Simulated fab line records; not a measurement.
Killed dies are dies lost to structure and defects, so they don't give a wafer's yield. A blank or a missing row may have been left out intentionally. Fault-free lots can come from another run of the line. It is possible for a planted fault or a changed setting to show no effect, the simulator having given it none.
Comparing a struck lot with a sound one + flow sfq line + 42 steps out of a route of 325
Sound: wafers L613.2, L613.4, L613.5. Struck: wafer L616.2. (L616.1, L616.3 of the same lot were not struck and are left out.) The cause comes at the end.
Per side, at each step with rows, come the tool, then ch with its chambers, and then its first start. Under that, the readings that differ: sound wafers + struck wafers + difference of the means + sigmas: that difference in standard deviations of wafers without a fault.
alike: same words and numbers on both sides, and readings whose means sit less than 2 such deviations apart. not compared: any withheld reading, any reading some wafer has no value for, any bound like >300 that may hide the same value, and any number with overlapping values for which the record gives no deviation.
A row with sigmas, a row that says differs or no value, or rows on one side alone: a step with any of these is where the two part. When numbers do not overlap yet have no deviation, they are printed without sigmas and do not part them. A reading that every wafer of one side lacks parts them only if that side has two wafers or more.

first, 6 steps without rows for these wafers: SFQ_TRILAYER_M1_LITHO_COAT_044 (resist thk 62 nm); SFQ_TRILAYER_M1_LITHO_COAT_039 (resist thk 600 nm); SFQ_TRILAYER_M1_LITHO_SOFTBAKE_043; SFQ_TRILAYER_M1_LITHO_EXPOSE_040 (exposes mask M1, target cd 500 nm); SFQ_TRILAYER_M1_LITHO_PEB_042 (peb time 60 s); SFQ_TRILAYER_M1_LITHO_DEVELOP_041 (time 60 s).
SFQ_M1_OVL_MEAS_911:
  struck on overlay-01, day 26 14:23; sound on overlay-01, day 25 13:49
  alike: M1_OVL
then, 1 step without rows for these wafers: SFQ_TRILAYER_M1_BARC_OPEN_METAL_ETCH_054 (etches BARC in O2, target depth 125 nm, time 41.7 s).
SFQ_TRILAYER_M1_ETCH_METAL_ETCH_042: etches Nb in Cl2/Ar, stops on SiO2, target depth 240 nm, time 120 s.
  sound on rie metal-04 ch 0,1, day 25 13:54; struck on rie metal-01 ch 1, day 26 14:28
| reading                     | sound       | struck | difference | sigmas |
|-----------------------------|-------------|--------|------------|--------|
| drypump motor current A (A) | 6.7 6.5 6.5 | 5.6    | -1.0       | -2     |
  alike: oes product au
  not compared: rf hours counter h
then, 3 steps without rows for these wafers: SFQ_TRILAYER_M1_STRIP_STRIP_043 (strips in O2); SFQ_TRILAYER_M1_STRIP_SOLV_CLEAN_044 (cleans in NMP, time 600 s); SFQ_TRILAYER_I1_DEP_PECVD_045 (deposits SiO2 from SiH4/N2O, time 111.11 s, target thk 500 nm).
SFQ_TRILAYER_I1_CMP_CMP_046: polishes SiO2.
  sound on cmp-02 ch 1,2,3, day 25 14:53; struck on cmp-02 ch 1, day 26 15:57
| reading                                             | sound             | struck | difference | sigmas |
|-----------------------------------------------------|-------------------|--------|------------|--------|
| time to endpoint s (s)                              | 195 208 200       | 274    | +73        | +10    |
| model.SiO2_of_TRILAYER_I1_DEP_PECVD_045.thk nm (nm) | 199.1 199.2 197.9 | 301.6  | +102.9     |        |
  alike: motor current A
SFQ_I1_BOW_MEAS_912:
  struck on film metro-02, day 26 19:46; sound on film metro-03, day 25 17:54
  not compared: I1_BOW
SFQ_TRILAYER_I1_METRO_MEASURE_047:
  struck on film metro-02, day 27 08:22; sound on film metro-03, day 25 18:12
| reading     | sound             | struck | difference | sigmas |
|-------------|-------------------|--------|------------|--------|
| thk nm (nm) | 199.1 199.1 198.0 | 301.5  | +102.8     | +86    |
then, 6 steps without rows for these wafers: SFQ_TRILAYER_I1_VIA_LITHO_COAT_054 (resist thk 62 nm); SFQ_TRILAYER_I1_VIA_LITHO_COAT_049 (resist thk 650 nm); SFQ_TRILAYER_I1_VIA_LITHO_SOFTBAKE_053; SFQ_TRILAYER_I1_VIA_LITHO_EXPOSE_050 (exposes mask I1, target cd 500 nm); SFQ_TRILAYER_I1_VIA_LITHO_PEB_052 (peb time 60 s); SFQ_TRILAYER_I1_VIA_LITHO_DEVELOP_051 (time 60 s).
-- the record jumps here: 5 days lie between the struck wafers' starts before and after --
SFQ_I1_OVL_MEAS_913:
  struck on overlay-02, day 32 10:37; sound on overlay-02, day 31 20:10
  alike: I1_OVL
SFQ_TRILAYER_I1_VIA_BARC_OPEN_VIA_ETCH_071: etches BARC in O2, target depth 125 nm, time 41.7 s.
  sound on rie diel-03 ch 0,2, day 31 20:12; struck on rie diel-03 ch 2, day 32 10:38
  alike: drypump motor current A, oes product au
  not compared: rf hours counter h
SFQ_TRILAYER_I1_VIA_ETCH_VIA_ETCH_052: etches SiO2 in CHF3, stops on Nb, target depth 260 nm.
  sound on rie diel-03 ch 0,2, day 31 20:14; struck on rie diel-03 ch 2, day 32 10:41
| reading                        | sound             | struck | difference | sigmas |
|--------------------------------|-------------------|--------|------------|--------|
| oes product au (a.u.)          | 0.844 0.857 0.852 | 1.002  | +0.151     | +27    |
| model.I1.feature depth nm (nm) | 199.1 199.2 197.9 | 259.7  | +61.0      |        |
| model.etch.depth nm (nm)       | 199.1 199.2 197.9 | 259.7  | +61.0      |        |
  alike: drypump motor current A
SFQ_TRILAYER_I1_VIA_STRIP_STRIP_053: strips in O2.
  sound on rie metal-03 ch 0,1, day 31 20:21; struck on rie metal-03 ch 0, day 32 10:48
  alike: drypump motor current A, oes product au
  not compared: rf hours counter h
then, 1 step without rows for these wafers: SFQ_TRILAYER_I1_VIA_STRIP_SOLV_CLEAN_054 (cleans in NMP, time 600 s).
SFQ_TRILAYER_M2_DEP_PRE_CLEAN_056: time 22.5 s.
  struck on pvd sputter-04, day 32 11:35; sound on pvd sputter-04, day 31 21:07
| reading                                             | sound             | struck | difference | sigmas |
|-----------------------------------------------------|-------------------|--------|------------|--------|
| model.SiO2_of_TRILAYER_I1_DEP_PECVD_045.thk nm (nm) | 191.6 191.7 190.4 | 294.1  | +102.9     |        |
  alike: bias v
then, 1 step without rows for these wafers: SFQ_TRILAYER_M2_DEP_SPUTTER_055 (material Nb, target thk 200 nm, time 133.3 s).
SFQ_M2_RS_MEAS_914: measures by four-point-probe.
  struck on film metro-01, day 32 11:43; sound on film metro-03, day 31 21:16
  alike: M2_NB_RS
then, 6 steps without rows for these wafers: SFQ_TRILAYER_M2_LITHO_COAT_062 (resist thk 62 nm); SFQ_TRILAYER_M2_LITHO_COAT_057 (resist thk 600 nm); SFQ_TRILAYER_M2_LITHO_SOFTBAKE_061; SFQ_TRILAYER_M2_LITHO_EXPOSE_058 (exposes mask M2, target cd 500 nm); SFQ_TRILAYER_M2_LITHO_PEB_060 (peb time 60 s); SFQ_TRILAYER_M2_LITHO_DEVELOP_059 (time 60 s).
-- the record jumps here: 5 days lie between the struck wafers' starts before and after --
SFQ_M2_OVL_MEAS_916:
  struck on overlay-01, day 37 20:02; sound on overlay-02, day 37 03:26
  alike: M2_OVL
SFQ_TRILAYER_M2_BARC_OPEN_METAL_ETCH_077: etches BARC in O2, target depth 125 nm, time 41.7 s.
  sound on rie metal-04 ch 0,1, day 37 03:28; struck on rie metal-03 ch 1, day 37 20:04
  alike: drypump motor current A, oes product au
  not compared: rf hours counter h
then, 3 steps without rows for these wafers: SFQ_TRILAYER_M2_ETCH_METAL_ETCH_060 (etches Nb in Cl2/Ar, stops on SiO2, target depth 240 nm, time 120 s); SFQ_TRILAYER_M2_STRIP_STRIP_061 (strips in O2); SFQ_TRILAYER_M2_STRIP_SOLV_CLEAN_062 (cleans in NMP, time 600 s).
SFQ_TRILAYER_I2_DEP_PECVD_063: deposits SiO2 from SiH4/N2O, time 111.11 s, target thk 500 nm.
  sound on pecvd-02 ch 0,1, day 37 04:25; struck on pecvd-03 ch 2, day 37 21:12
| reading            | sound    | struck | difference | sigmas |
|--------------------|----------|--------|------------|--------|
| heater power w (W) | 90 92 90 | 60     | -31        | -2     |
  alike: throttle valve pct
  not compared: since wet clean h
-- the record jumps here: 52 days lie between the struck wafers' starts before and after --
SFQ_M8_BOW_MEAS_951:
  struck on film metro-04, day 89 20:12; sound on film metro-04, day 89 14:14
| reading                 | sound            | struck | difference | sigmas |
|-------------------------|------------------|--------|------------|--------|
| model.etest.i1.link ohm | 1.941 1.947 1.95 | 1e+06  | +1e+06     |        |
  alike: M8_BOW

## WHERE THEY PART
First at SFQ_TRILAYER_M1_ETCH_METAL_ETCH_042; last, within this record, at SFQ_TRILAYER_I2_DEP_PECVD_063. Later steps at which nothing parts them and some readings are alike: SFQ_M8_BOW_MEAS_951.

WHY: what the simulator had put in
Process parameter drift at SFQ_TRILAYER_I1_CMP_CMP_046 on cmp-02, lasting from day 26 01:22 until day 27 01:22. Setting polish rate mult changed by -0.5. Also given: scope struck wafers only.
